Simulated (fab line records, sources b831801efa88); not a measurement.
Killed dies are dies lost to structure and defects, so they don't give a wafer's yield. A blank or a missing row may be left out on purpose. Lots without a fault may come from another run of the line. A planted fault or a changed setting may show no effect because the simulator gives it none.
Which tool did it? | flow sky130 | 14 lots, 41 wafers sampled, at 4 steps of a route of 708

WHAT THE GAUGES READ, wafer by wafer
SKY_METAL3_OVL_MEAS_14.
lot  | measured     | on         | METAL3_OVL (nm)
L275 | day 38 11:58 | overlay-01 | 6 1 4
L276 | day 38 18:13 | overlay-02 | 0 4 -2
L277 | day 39 05:19 | overlay-01 | -5 -7 2
L280 | day 39 22:20 | overlay-01 | 8 7 8
L279 | day 39 22:41 | overlay-01 | -12 -12 -7
L278 | day 39 23:40 | overlay-02 | 4 0 7
L281 | day 40 01:11 | overlay-01 | 2 2 4
L282 | day 40 22:07 | overlay-02 | 0 3 0
L283 | day 40 23:09 | overlay-01 | -5 -7 -9
L286 | day 41 20:43 | overlay-01 | -3 -3 -2
L292 | day 43 12:29 | overlay-02 | 4 8
L293 | day 43 14:35 | overlay-01 | 7 4 5
L295 | day 44 04:42 | overlay-02 | -7 -6 -5
L296 | day 44 05:03 | overlay-01 | 0 4 3

SKY_VIA4_OVL_MEAS_11.
lot  | measured     | on         | VIA4_OVL (nm)
L275 | day 42 18:43 | overlay-01 | -0.4 -0.2 -0.5
L276 | day 42 23:28 | overlay-01 | -0.1 1.0 -0.5
L277 | day 43 09:20 | overlay-01 | -0.9 0.0 -1.5
L280 | day 44 01:22 | overlay-02 | 1.5 0.6 0.3
L279 | day 44 02:08 | overlay-02 | 0.7 3.2 -1.5
L278 | day 44 02:26 | overlay-01 | -0.6 -1.4 -0.7
L281 | day 44 05:33 | overlay-01 | 1.6 0.2 1.9
L282 | day 44 23:02 | overlay-02 | -0.1 0.3 0.4
L283 | day 44 23:20 | overlay-02 | 1.4 1.0 0.7
L286 | day 45 20:14 | overlay-02 | 2.0 0.4 1.2
L292 | day 47 07:27 | overlay-01 | 3.7 0.6
L293 | day 47 09:43 | overlay-02 | -0.5 2.7 -0.2
L295 | day 47 21:41 | overlay-01 | -0.8 0.2 2.3
L296 | day 47 19:38 | overlay-02 | -0.4 -1.7 -1.0

WHICH TOOL RAN EACH LOT (tool, then ch and the chambers of the sampled wafers, then the start)
lot  | SKY_METAL4_SPUTTER_02        | SKY_METAL4_METAL_ETCH_18
L275 | pvd_sputter-01, day 39 16:27 | rie_metal-02 ch 0,1, day 41 18:23
L276 | pvd_sputter-04, day 39 21:50 | rie_metal-01 ch 0,1, day 41 22:56
L277 | pvd_sputter-04, day 40 09:20 | rie_metal-03 ch 0,1, day 42 09:12
L280 | pvd_sputter-03, day 41 02:10 | rie_metal-01 ch 0,1, day 43 01:08
L279 | pvd_sputter-04, day 41 02:14 | rie_metal-02 ch 0,1, day 43 01:47
L278 | pvd_sputter-03, day 41 03:19 | rie_metal-03 ch 0,1, day 43 02:47
L281 | pvd_sputter-03, day 41 04:51 | rie_metal-01 ch 0,1, day 43 04:54
L282 | pvd_sputter-01, day 42 00:55 | rie_metal-02 ch 0,1, day 43 23:47
L283 | pvd_sputter-03, day 42 02:28 | rie_metal-03 ch 0,1, day 44 00:08
L286 | pvd_sputter-01, day 42 22:55 | rie_metal-01 ch 0,1, day 44 21:41
L292 | pvd_sputter-03, day 44 14:10 | rie_metal-01 ch 1, day 46 10:24
L293 | pvd_sputter-03, day 44 16:49 | rie_metal-01 ch 0,1, day 46 12:23
L295 | pvd_sputter-04, day 45 06:14 | rie_metal-01 ch 0,1, day 47 01:14
L296 | pvd_sputter-01, day 45 05:25 | rie_metal-01 ch 0,1, day 46 23:35
- SKY_METAL4_SPUTTER_02: material AlCu, target thk 735 nm, time 39.1 s.
- SKY_METAL4_METAL_ETCH_18: etches the open film in Cl2/BCl3, stops on SiO2, target depth 845 nm, time 183.1 s.

WHAT THE TOOLS THEMSELVES READ (means of the sampled wafers that have a number; where no wafer has one, the mark that the record gives instead)
SKY_METAL4_SPUTTER_02.
lot  | tool           | throttle_valve_pct (%)
L275 | pvd_sputter-01 | 29.5
L276 | pvd_sputter-04 | 30.4
L277 | pvd_sputter-04 | 28.7
L280 | pvd_sputter-03 | 30.2
L279 | pvd_sputter-04 | 28.8
L278 | pvd_sputter-03 | 29.6
L281 | pvd_sputter-03 | 29.4
L282 | pvd_sputter-01 | 29.8
L283 | pvd_sputter-03 | 30.1
L286 | pvd_sputter-01 | 30.2
L292 | pvd_sputter-03 | 30.1
L293 | pvd_sputter-03 | 29.5
L295 | pvd_sputter-04 | 30.5
L296 | pvd_sputter-01 | 29.7

SKY_METAL4_METAL_ETCH_18.
lot  | tool         | drypump_motor_current_A (A) | oes_product_au (a.u.) | throttle_valve_pct (%)
L275 | rie_metal-02 | 5.4                         | 0.866                 | 22.257
L276 | rie_metal-01 | 5.5                         | 0.858                 | 22.263
L277 | rie_metal-03 | 5.9                         | 0.868                 | 22.267
L280 | rie_metal-01 | 5.3                         | 0.862                 | 22.262
L279 | rie_metal-02 | 5.4                         | 0.869                 | 22.267
L278 | rie_metal-03 | 5.9                         | 0.855                 | 22.253
L281 | rie_metal-01 | 5.4                         | 0.872                 | 22.264
L282 | rie_metal-02 | 5.6                         | 0.869                 | 22.264
L283 | rie_metal-03 | 5.9                         | 0.866                 | 22.262
L286 | rie_metal-01 | 5.2                         | 0.855                 | 22.260
L292 | rie_metal-01 | 5.7                         | 0.919                 | 22.260
L293 | rie_metal-01 | 5.2                         | 0.941                 | 22.255
L295 | rie_metal-01 | 5.4                         | 0.865                 | 22.252
L296 | rie_metal-01 | 5.5                         | 0.867                 | 22.260

THE ANSWER, worked out from the rows above alone
Rule: what is usual is taken from the lots themselves. Put in order of their means at a reading, lots are off if they are a third of the lots or fewer, leave a main group of 4 or more, and stand apart from it by a gap of 3 or more times the standard deviation of the main group's means; of several such gaps the widest counts. A main group whose means are all the same, to the digits that the tables above print for the reading, isn't used. A lot without any number at a reading at which 4 lots or more have one is off too. The other lots that the step has rows for count as sound. The gauges are gone through in route order, then the tools' own readings, and for those a lot's mean is taken as printed above. The first step at which some lot is off is used, and at that step the reading that is off furthest; a lot without a number counts as furthest.
Off: L292, L293, at SKY_METAL4_METAL_ETCH_18 (oes_product_au). The main group: mean 0.864 a.u., standard deviation 0.0054.
A tool fits if, at that step or a process step before it, it ran every lot that is off, and no sound lot after the first of them. One fits: pvd_sputter-03 at SKY_METAL4_SPUTTER_02. Its last sound lot is L283 (day 42 02:28), its first lot that is off L292 (day 44 14:10): a fault that began between those two fits.

WHAT THE SIMULATOR HAD PUT IN
Process parameter drift: pvd_sputter-03, from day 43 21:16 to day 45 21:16, at SKY_METAL4_SPUTTER_02. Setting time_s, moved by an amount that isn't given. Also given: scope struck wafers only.
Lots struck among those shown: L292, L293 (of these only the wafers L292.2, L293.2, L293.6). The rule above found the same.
